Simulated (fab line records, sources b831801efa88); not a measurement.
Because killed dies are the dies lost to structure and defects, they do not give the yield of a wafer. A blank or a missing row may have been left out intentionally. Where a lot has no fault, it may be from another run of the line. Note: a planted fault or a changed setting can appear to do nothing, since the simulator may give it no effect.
Chamber matching / flow gf180mcu / rie diel-04 running GF_M5_ETCH_09: 4 sister chambers
The step etches Si3N4 in CF4/O2, target depth 52 nm, time 11.6 s. 4 wafers are shown with their chamber, then 9 later ones without.

## WAFERS WITH THEIR CHAMBER
wafer=L081.2; chamber=2; drypump motor current A (A)=5.1
wafer=L087.4; chamber=1; drypump motor current A (A)=5.8
wafer=L087.5; chamber=0; drypump motor current A (A)=5.9
wafer=L087.6; chamber=3; drypump motor current A (A)=5.3

## WAFERS WITHOUT THEIR CHAMBER
wafer=L090.4; drypump motor current A (A)=5.2
wafer=L090.5; drypump motor current A (A)=5.2
wafer=L090.6; drypump motor current A (A)=5.8
wafer=L095.3; drypump motor current A (A)=5.1
wafer=L095.5; drypump motor current A (A)=5.1
wafer=L095.6; drypump motor current A (A)=5.8
wafer=L097.4; drypump motor current A (A)=5.3
wafer=L097.5; drypump motor current A (A)=5.8
wafer=L097.6; drypump motor current A (A)=5.9

## WHICH CHAMBER EACH ONE RAN IN
wafer=L090.4; from the rows above=can't be placed: 3 or 2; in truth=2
wafer=L090.5; from the rows above=can't be placed: 3 or 2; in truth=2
wafer=L090.6; from the rows above=1; in truth=1
wafer=L095.3; from the rows above=2; in truth=2
wafer=L095.5; from the rows above=2; in truth=2
wafer=L095.6; from the rows above=1; in truth=1
wafer=L097.4; from the rows above=3; in truth=3
wafer=L097.5; from the rows above=1; in truth=1
wafer=L097.6; from the rows above=0; in truth=0
7 of 9 placed correctly. Can't be placed from these rows: 2 (the true chamber is among the candidates in 2). Number placed wrongly: 0.
How it was worked out, from the rows above alone: a wafer's distance from a chamber is the root of the sum, over the readings, of the square of ((its reading less the chamber's mean) divided by the reading's scatter). If the next closest chamber is less than 2 further off than the closest, the wafer can't be placed; otherwise it belongs to the closest. For every chamber, the mean is computed from those of its wafers that are shown. The scatter (one wafer shown for each chamber): square how far every hidden wafer sits from the nearest shown wafer, average those squares and take the square root.
